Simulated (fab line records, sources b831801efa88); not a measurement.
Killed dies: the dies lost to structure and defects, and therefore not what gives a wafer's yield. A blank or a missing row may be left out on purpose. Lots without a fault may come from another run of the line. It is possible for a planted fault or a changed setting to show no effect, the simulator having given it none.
Which tool did it? / flow gf180mcu / Sampling: 11 lots, 33 wafers, 5 of 602 route steps

== WHAT EACH GAUGE READ, for each wafer ==
GF_V2_THK_MEAS_03.
lot=L264; measured=day 19 20:49; on=film_metro-02; V2_CVD_02_THK (nm)=854 863 853
lot=L267; measured=day 21 14:57; on=film_metro-01; V2_CVD_02_THK (nm)=840 885 861
lot=L270; measured=day 22 14:32; on=film_metro-02; V2_CVD_02_THK (nm)=866 874 904
lot=L274; measured=day 23 19:17; on=film_metro-04; V2_CVD_02_THK (nm)=832 860 856
lot=L275; measured=day 24 03:44; on=film_metro-04; V2_CVD_02_THK (nm)=832 843 825
lot=L278; measured=day 25 01:38; on=film_metro-01; V2_CVD_02_THK (nm)=844 836 850
lot=L280; measured=day 25 16:21; on=film_metro-01; V2_CVD_02_THK (nm)=845 855 866
lot=L281; measured=day 25 19:29; on=film_metro-02; V2_CVD_02_THK (nm)=839 849 870
lot=L282; measured=day 26 08:07; on=film_metro-04; V2_CVD_02_THK (nm)=844 857 858
lot=L284; measured=day 26 18:18; on=film_metro-02; V2_CVD_02_THK (nm)=839 849 845
lot=L285; measured=day 27 02:16; on=film_metro-01; V2_CVD_02_THK (nm)=850 844 856

== EACH LOT AND THE TOOL THAT RAN IT (in order: tool; ch and the chambers of the sampled wafers; start) ==
lot=L264; GF_V1_SPUTTER_22=pvd_sputter-01, day 18 18:45; GF_M2_SPUTTER_00=pvd_sputter-04, day 18 19:23; GF_M2_SPUTTER_01=pvd_sputter-04, day 18 19:29; GF_V2_CVD_02=pecvd-03 ch 0,2, day 19 20:43
lot=L267; GF_V1_SPUTTER_22=pvd_sputter-01, day 20 13:35; GF_M2_SPUTTER_00=pvd_sputter-02, day 20 14:13; GF_M2_SPUTTER_01=pvd_sputter-02, day 20 14:19; GF_V2_CVD_02=pecvd-03 ch 1,2, day 21 14:50
lot=L270; GF_V1_SPUTTER_22=pvd_sputter-03, day 21 13:05; GF_M2_SPUTTER_00=pvd_sputter-03, day 21 13:43; GF_M2_SPUTTER_01=pvd_sputter-03, day 21 13:49; GF_V2_CVD_02=pecvd-03 ch 0,2, day 22 14:28
lot=L274; GF_V1_SPUTTER_22=pvd_sputter-03, day 22 18:28; GF_M2_SPUTTER_00=pvd_sputter-04, day 22 19:06; GF_M2_SPUTTER_01=pvd_sputter-04, day 22 19:12; GF_V2_CVD_02=pecvd-04 ch 0,1,2, day 23 19:11
lot=L275; GF_V1_SPUTTER_22=pvd_sputter-01, day 23 03:21; GF_M2_SPUTTER_00=pvd_sputter-04, day 23 03:59; GF_M2_SPUTTER_01=pvd_sputter-04, day 23 04:05; GF_V2_CVD_02=pecvd-04 ch 0,1,2, day 24 03:40
lot=L278; GF_V1_SPUTTER_22=pvd_sputter-03, day 24 02:01; GF_M2_SPUTTER_00=pvd_sputter-04, day 24 02:39; GF_M2_SPUTTER_01=pvd_sputter-04, day 24 02:45; GF_V2_CVD_02=pecvd-03 ch 0,1, day 25 01:34
lot=L280; GF_V1_SPUTTER_22=pvd_sputter-03, day 24 16:59; GF_M2_SPUTTER_00=pvd_sputter-04, day 24 17:38; GF_M2_SPUTTER_01=pvd_sputter-04, day 24 17:44; GF_V2_CVD_02=pecvd-01 ch 0,1,2, day 25 16:16
lot=L281; GF_V1_SPUTTER_22=pvd_sputter-03, day 24 20:16; GF_M2_SPUTTER_00=pvd_sputter-04, day 24 21:18; GF_M2_SPUTTER_01=pvd_sputter-04, day 24 21:24; GF_V2_CVD_02=pecvd-01 ch 0,1,2, day 25 19:24
lot=L282; GF_V1_SPUTTER_22=pvd_sputter-02, day 25 09:13; GF_M2_SPUTTER_00=pvd_sputter-04, day 25 09:50; GF_M2_SPUTTER_01=pvd_sputter-04, day 25 09:56; GF_V2_CVD_02=pecvd-03 ch 1,2, day 26 08:03
lot=L284; GF_V1_SPUTTER_22=pvd_sputter-01, day 25 20:21; GF_M2_SPUTTER_00=pvd_sputter-04, day 25 20:59; GF_M2_SPUTTER_01=pvd_sputter-04, day 25 21:05; GF_V2_CVD_02=pecvd-04 ch 1,2, day 26 18:13
lot=L285; GF_V1_SPUTTER_22=pvd_sputter-03, day 26 04:14; GF_M2_SPUTTER_00=pvd_sputter-03, day 26 04:52; GF_M2_SPUTTER_01=pvd_sputter-03, day 26 04:58; GF_V2_CVD_02=pecvd-01 ch 0,2, day 27 02:12
- GF_V1_SPUTTER_22: material TiN, target thk 10 nm, time 40 s.
- GF_M2_SPUTTER_00: material Ti, target thk 37.5 nm, time 150 s.
- GF_M2_SPUTTER_01: material TiN, target thk 30 nm, time 25 s.
- GF_V2_CVD_02: deposits SiO2 from TEOS, target thk 850 nm, time 94.851 s.

== WHAT THE TOOLS THEMSELVES READ (means of the sampled wafers that have a number; where no wafer has one, the mark that the record gives instead) ==
GF_V1_SPUTTER_22.
lot=L264; tool=pvd_sputter-01; cathode_dc_power_W (W)=3999.7; throttle_valve_pct (%)=30.4
lot=L267; tool=pvd_sputter-01; cathode_dc_power_W (W)=3999.9; throttle_valve_pct (%)=29.8
lot=L270; tool=pvd_sputter-03; cathode_dc_power_W (W)=4000.0; throttle_valve_pct (%)=31.0
lot=L274; tool=pvd_sputter-03; cathode_dc_power_W (W)=4000.0; throttle_valve_pct (%)=30.7
lot=L275; tool=pvd_sputter-01; cathode_dc_power_W (W)=3999.5; throttle_valve_pct (%)=29.8
lot=L278; tool=pvd_sputter-03; cathode_dc_power_W (W)=4000.6; throttle_valve_pct (%)=30.6
lot=L280; tool=pvd_sputter-03; cathode_dc_power_W (W)=3999.9; throttle_valve_pct (%)=31.3
lot=L281; tool=pvd_sputter-03; cathode_dc_power_W (W)=3999.8; throttle_valve_pct (%)=30.0
lot=L282; tool=pvd_sputter-02; cathode_dc_power_W (W)=3999.6; throttle_valve_pct (%)=29.7
lot=L284; tool=pvd_sputter-01; cathode_dc_power_W (W)=4000.1; throttle_valve_pct (%)=29.8
lot=L285; tool=pvd_sputter-03; cathode_dc_power_W (W)=4000.0; throttle_valve_pct (%)=30.8

GF_M2_SPUTTER_00.
lot=L264; tool=pvd_sputter-04; cathode_dc_power_W (W)=3999.8; throttle_valve_pct (%)=31.3
lot=L267; tool=pvd_sputter-02; cathode_dc_power_W (W)=3999.5; throttle_valve_pct (%)=30.0
lot=L270; tool=pvd_sputter-03; cathode_dc_power_W (W)=3999.7; throttle_valve_pct (%)=31.2
lot=L274; tool=pvd_sputter-04; cathode_dc_power_W (W)=3999.4; throttle_valve_pct (%)=30.2
lot=L275; tool=pvd_sputter-04; cathode_dc_power_W (W)=4000.1; throttle_valve_pct (%)=31.1
lot=L278; tool=pvd_sputter-04; cathode_dc_power_W (W)=3999.9; throttle_valve_pct (%)=30.5
lot=L280; tool=pvd_sputter-04; cathode_dc_power_W (W)=4000.0; throttle_valve_pct (%)=31.2
lot=L281; tool=pvd_sputter-04; cathode_dc_power_W (W)=4000.0; throttle_valve_pct (%)=31.2
lot=L282; tool=pvd_sputter-04; cathode_dc_power_W (W)=3998.9; throttle_valve_pct (%)=30.7
lot=L284; tool=pvd_sputter-04; cathode_dc_power_W (W)=3999.9; throttle_valve_pct (%)=31.0
lot=L285; tool=pvd_sputter-03; cathode_dc_power_W (W)=4000.2; throttle_valve_pct (%)=30.7

GF_M2_SPUTTER_01.
lot=L264; tool=pvd_sputter-04; cathode_dc_power_W (W)=6500.1; throttle_valve_pct (%)=31.2
lot=L267; tool=pvd_sputter-02; cathode_dc_power_W (W)=6500.8; throttle_valve_pct (%)=29.9
lot=L270; tool=pvd_sputter-03; cathode_dc_power_W (W)=6500.8; throttle_valve_pct (%)=31.3
lot=L274; tool=pvd_sputter-04; cathode_dc_power_W (W)=6499.5; throttle_valve_pct (%)=30.3
lot=L275; tool=pvd_sputter-04; cathode_dc_power_W (W)=6499.9; throttle_valve_pct (%)=31.1
lot=L278; tool=pvd_sputter-04; cathode_dc_power_W (W)=6499.7; throttle_valve_pct (%)=30.8
lot=L280; tool=pvd_sputter-04; cathode_dc_power_W (W)=6501.2; throttle_valve_pct (%)=31.1
lot=L281; tool=pvd_sputter-04; cathode_dc_power_W (W)=6499.5; throttle_valve_pct (%)=31.1
lot=L282; tool=pvd_sputter-04; cathode_dc_power_W (W)=6500.0; throttle_valve_pct (%)=30.8
lot=L284; tool=pvd_sputter-04; cathode_dc_power_W (W)=6501.0; throttle_valve_pct (%)=31.0
lot=L285; tool=pvd_sputter-03; cathode_dc_power_W (W)=6499.8; throttle_valve_pct (%)=30.7

GF_V2_CVD_02.
lot=L264; tool=pecvd-03; heater_power_w (W)=605; rf_fwd_power_W (W)=598.7; susceptor_temp_C (C)=400.11
lot=L267; tool=pecvd-03; heater_power_w (W)=527; rf_fwd_power_W (W)=627.1; susceptor_temp_C (C)=399.77
lot=L270; tool=pecvd-03; heater_power_w (W)=663; rf_fwd_power_W (W)=630.5; susceptor_temp_C (C)=399.87
lot=L274; tool=pecvd-04; heater_power_w (W)=676; rf_fwd_power_W (W)=596.9; susceptor_temp_C (C)=400.19
lot=L275; tool=pecvd-04; heater_power_w (W)=696; rf_fwd_power_W (W)=595.8; susceptor_temp_C (C)=399.91
lot=L278; tool=pecvd-03; heater_power_w (W)=549; rf_fwd_power_W (W)=598.9; susceptor_temp_C (C)=399.92
lot=L280; tool=pecvd-01; heater_power_w (W)=593; rf_fwd_power_W (W)=598.4; susceptor_temp_C (C)=400.16
lot=L281; tool=pecvd-01; heater_power_w (W)=649; rf_fwd_power_W (W)=597.3; susceptor_temp_C (C)=400.01
lot=L282; tool=pecvd-03; heater_power_w (W)=680; rf_fwd_power_W (W)=592.1; susceptor_temp_C (C)=399.89
lot=L284; tool=pecvd-04; heater_power_w (W)=746; rf_fwd_power_W (W)=597.7; susceptor_temp_C (C)=399.93
lot=L285; tool=pecvd-01; heater_power_w (W)=596; rf_fwd_power_W (W)=598.6; susceptor_temp_C (C)=400.01

== THE ANSWER, worked out from the rows above alone ==
Rule: what is usual is taken from the lots themselves. Put in order of their means at a reading, lots are off if they are a third of the lots or fewer, leave a main group of 4 or more, and stand apart from it by a gap of 3 or more times the standard deviation of the main group's means; of several such gaps the widest counts. Not used: any main group whose means are identical at the precision the tables above print for the reading. A lot without any number at a reading at which 4 lots or more have one is off too. Any other lot the step has rows for is counted as sound. The gauges are gone through in route order, then the tools' own readings, and for those a lot's mean is taken as printed above. The first step at which some lot is off is used, and at that step the reading that is off furthest; a lot without a number counts as furthest.
Off, at GF_V2_CVD_02 on rf_fwd_power_W: L267, L270. The main group: mean 597.2 W, standard deviation 2.
If a tool, at that step or one of the process steps before it, ran each lot that is off and ran no sound lot following the first of them, it fits. No candidate that was tried fits.

== WHAT WAS PUT IN BY THE SIMULATOR ==
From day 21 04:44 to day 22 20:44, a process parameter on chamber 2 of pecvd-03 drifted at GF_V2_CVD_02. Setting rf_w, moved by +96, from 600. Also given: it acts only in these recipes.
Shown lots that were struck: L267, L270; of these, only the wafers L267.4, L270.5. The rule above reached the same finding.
